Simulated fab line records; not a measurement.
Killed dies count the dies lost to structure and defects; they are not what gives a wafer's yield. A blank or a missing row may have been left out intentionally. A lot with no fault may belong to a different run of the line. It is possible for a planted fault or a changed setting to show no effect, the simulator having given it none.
Comparing a struck lot with a sound one	flow sky130	20 out of 708 route steps
Sound: the wafers L840.1, L840.4, L840.5. The struck wafers were L849.1, L849.3, L849.6. At the end, the cause is stated.
Each step with rows lists, per side, the tool, then ch with its chambers, then its first start. Under that, the readings that differ: sound wafers	struck wafers	difference of the means	sigmas: that difference in standard deviations of wafers without a fault.
alike: readings whose means differ by less than 2 such deviations, and words and numbers that are the same on both sides. not compared: withheld readings, readings that some wafer has no value for, bounds like >300 that may hide the same value, and numbers for which the record gives no deviation and whose values overlap.
Wherever a step has rows on one side only, a row that says differs or no value, or a row with sigmas, the two part there. When numbers do not overlap yet have no deviation, they are printed without sigmas and do not part them. Lack of a reading on every wafer of one side parts them only where that side has two or more wafers.

first, 6 steps without rows for these wafers: SKY_VT_ADJUST_PCH_HMDS_01 (prime time 60 s); SKY_VT_ADJUST_PCH_COAT_02 (resist thk 3000 nm); SKY_VT_ADJUST_PCH_SOFTBAKE_03; SKY_VT_ADJUST_PCH_EXPOSE_04 (exposes mask NWM, target cd 840 nm); SKY_VT_ADJUST_PCH_PEB_05; SKY_VT_ADJUST_PCH_DEVELOP_06 (develop time 60 s).
SKY_VT_ADJUST_PCH_OVL_MEAS_07:
  sound: overlay-02 at day 11 23:23; struck: overlay-02 at day 15 01:11
reading	sound	struck	difference	sigmas
VT_ADJUST_PCH_OVL (nm)	3.8 3.2 3.9	-1.3 0.1 -1.6	-4.6	-2
then, 1 step without rows for these wafers: SKY_VT_ADJUST_PCH_IMPLANT_08.
SKY_VT_ADJUST_PCH_STRIP_09: strips in O2/N2.
  sound on plasma-asher-03 ch 1, day 11 23:34; struck on plasma-asher-04 ch 0,1, day 15 01:22
  alike: drypump-motor-current-A, oes-product-au, strip-time-to-endpoint-s
  not compared: rf-hours-counter-h
SKY_VT_ADJUST_PCH_TW_MEAS_10:
  sound: film-metro-01 at day 11 23:40; struck: film-metro-04 at day 15 01:28
  alike: VT_ADJUST_PCH_TW
then, 2 steps without rows for these wafers: SKY_SONOS_TUNNEL_DEHYDRATE_00 (time 60 s); SKY_SONOS_TUNNEL_HMDS_01 (prime time 60 s).
SKY_SONOS_TUNNEL_COAT_02: resist thk 1140 nm.
  struck on litho-track-03, day 15 14:05; sound on litho-track-02 ch 0, day 12 11:49
  no value came back on the struck wafers for chill-plate-temp-C (C), dispense-pressure-kPa (kPa), exhaust-pa (Pa); on the sound wafers chill-plate-temp-C (C) reads 23.05 23.11 23.13
then, 4 steps without rows for these wafers: SKY_SONOS_TUNNEL_SOFTBAKE_03 (time 60 s); SKY_SONOS_TUNNEL_EXPOSE_04 (exposes mask TUNM, target cd 410 nm); SKY_SONOS_TUNNEL_PEB_05; SKY_SONOS_TUNNEL_DEVELOP_06 (develop time 60 s).
SKY_SONOS_TUNNEL_CD_MEAS_07 targets a cd of 410 nm.
  sound: cd-sem-02 at day 13 00:19; struck: cd-sem-01 at day 16 04:05
reading	sound	struck	difference	sigmas
cd-nm (nm)	411.3 408.5 408.9	- - -	no value on the struck wafers	
SKY_SONOS_TUNNEL_OVL_MEAS_08:
  sound: overlay-01 at day 13 00:26; struck: overlay-02 at day 16 04:12
reading	sound	struck	difference	sigmas
SONOS_TUNNEL_OVL (nm)	-2.9 -2.0 -1.7	- - -	no value on the struck wafers	
-- here the record skips 33 days between the struck wafers' starts before and after, leaving off in module SONOS_TUNNEL and picking up in module PAD_OPEN (first step shown: number 708 of the route) --
SKY_PAD_OPEN_PROBE_99:
  sound: prober-01 at day 47 03:47; struck: prober-02 at day 49 02:38
reading	sound	struck	difference	sigmas
hold	- - -	await-dispo/1.7h/scrap await-dispo/1.7h/scrap await-dispo/1.7h/scrap	no value on the sound wafers	
killed-at-front-end	17 12 11	425 420 436	+414	+99 or more
killed-dies	75 81 79	492 492 492	+414	+44
killed-on-rim	8 19 19	96 96 96	+81	+22
  alike: killed_at_M0_to_M3, killed_at_M4_up, killed-at-contacts, killed-at-other, killed-open, killed-short

WHERE THEY PART
First at SKY_VT_ADJUST_PCH_OVL_MEAS_07; last, within this record, at SKY_PAD_OPEN_PROBE_99.

WHY: whatever the simulator had introduced
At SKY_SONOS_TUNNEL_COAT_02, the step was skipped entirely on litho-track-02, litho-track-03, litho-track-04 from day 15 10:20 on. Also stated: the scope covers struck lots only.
